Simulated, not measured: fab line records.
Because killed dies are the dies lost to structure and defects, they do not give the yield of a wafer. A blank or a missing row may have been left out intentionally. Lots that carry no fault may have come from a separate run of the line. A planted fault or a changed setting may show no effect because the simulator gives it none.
Code-filled problem report in 8D (eight disciplines) form || flow sky130 || the parts of the form that need people (team, actions taken, sign-off) are left out

1. PROBLEM STATEMENT
chamber-pressure-pa at SKY_VIA1_SPUTTER_20 reads a mean of 4.666 Pa on 1 wafer of 1 lot; wafers without a fault read 4.999 Pa with a standard deviation of 0.011. Measured from the usual mean, that is -30 standard deviations.
The step: material TiN, target thk 20 nm, time 80 s.
Earliest sighting: wafer L222.3 on pvd-sputter-04 at day 41 09:58. The record has a number at this step for 15 wafers belonging to 5 lots. The rule behind "out" and "out of limits": a value lying over 4 standard deviations away from the usual mean. All remaining wafers that have a number are taken as sound.

2. WHAT IT IS, AND WHAT IT ISN'T
{"question": "which readings at this step", "is": "chamber-pressure-pa", "is not": "throttle-valve-pct"}
{"question": "which lots", "is": "L222", "is not": "L201, L202, L204, L223"}
{"question": "which wafers of those lots", "is": "L222.3", "is not": "L222.4, L222.5"}
{"question": "read on which tools", "is": "pvd-sputter-04", "is not": "pvd-sputter-01, pvd-sputter-03"}
{"question": "when", "is": "from day 41 09:58", "is not": "up to then (11 sound wafers); but 3 sound wafers of L223 came after"}

3. WHAT RULES OUT EACH SUSPECT
Counting: if a tool at a process step up to the reading ran every lot that is out, it stays a suspect. Sound lots after the first of them don't rule it out here, since some wafers of a struck lot are sound.
- rie-diel-04 at SKY_VIA1_ETCH_14 (etches BARC in N2/H2, stops on SiO2, time 45.9 s, target depth 60 nm): kept. L222, the lot that is out, went through it at day 41 09:11; up to then, the latest sound lot through it was L204 at day 35 22:17.
- rie-diel-04 at SKY_VIA1_ETCH_15 (etches SiO2 in C4F8/O2/Ar, stops on TiN, target depth 351 nm, time 54 s): kept. L222, the lot that is out, went through it at day 41 09:14; up to then, the latest sound lot through it was L204 at day 35 22:20.
- plasma-asher-02 at SKY_VIA1_STRIP_16 (strips in O2/N2): kept. It ran the lot that is out, L222 (day 41 09:19).
- pvd-sputter-04 at SKY_VIA1_SPUTTER_20 (material TiN, target thk 20 nm, time 80 s): kept. L222, the lot that is out, went through it at day 41 09:58; up to then, the latest sound lot through it was L204 at day 35 23:02. Its own chamber-pressure-pa readings are out on those wafers.
- At SKY_VIA1_ETCH_14 on rie-diel-04, chamber 1 took the sound wafers of the same lots and chamber 0 took the wafers that are out.
- At SKY_VIA1_ETCH_15 on rie-diel-04, chamber 1 took the sound wafers of the same lots and chamber 0 took the wafers that are out.
Left after counting: rie-diel-04 at SKY_VIA1_ETCH_14, rie-diel-04 at SKY_VIA1_ETCH_15, plasma-asher-02 at SKY_VIA1_STRIP_16, pvd-sputter-04 at SKY_VIA1_SPUTTER_20.

4. THE CAUSE (what the simulator had put in)
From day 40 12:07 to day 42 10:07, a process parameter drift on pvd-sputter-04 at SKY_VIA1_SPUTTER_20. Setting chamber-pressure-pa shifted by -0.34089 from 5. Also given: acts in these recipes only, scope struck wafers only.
Counting leaves 4 suspects; this tool is one of them.

5. THE CHAIN OF EFFECTS, in route order
Each row: a reading where the mean over the struck wafers with a number is more than 3 standard deviations away from the usual. Only readings whose record carries a usual standard deviation are examined. hours: median over the lots of the time between each lot's start at the first step of this table that gives one and its start at this step. sigmas: the change, counted in usual standard deviations.
{"hours": 0, "step": "SKY_VIA1_SPUTTER_20", "reading": "chamber-pressure-pa", "usual": "4.999 Pa", "on struck wafers": 4.666, "change": -0.333, "sigmas": -30}
It contains these process steps:
- SKY_VIA1_SPUTTER_20: material TiN, target thk 20 nm, time 80 s.

6. WHAT WOULD HAVE CAUGHT IT SOONER
In this record the first reading out of limits was taken at day 41 09:58, 22 hours after the fault began at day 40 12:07.
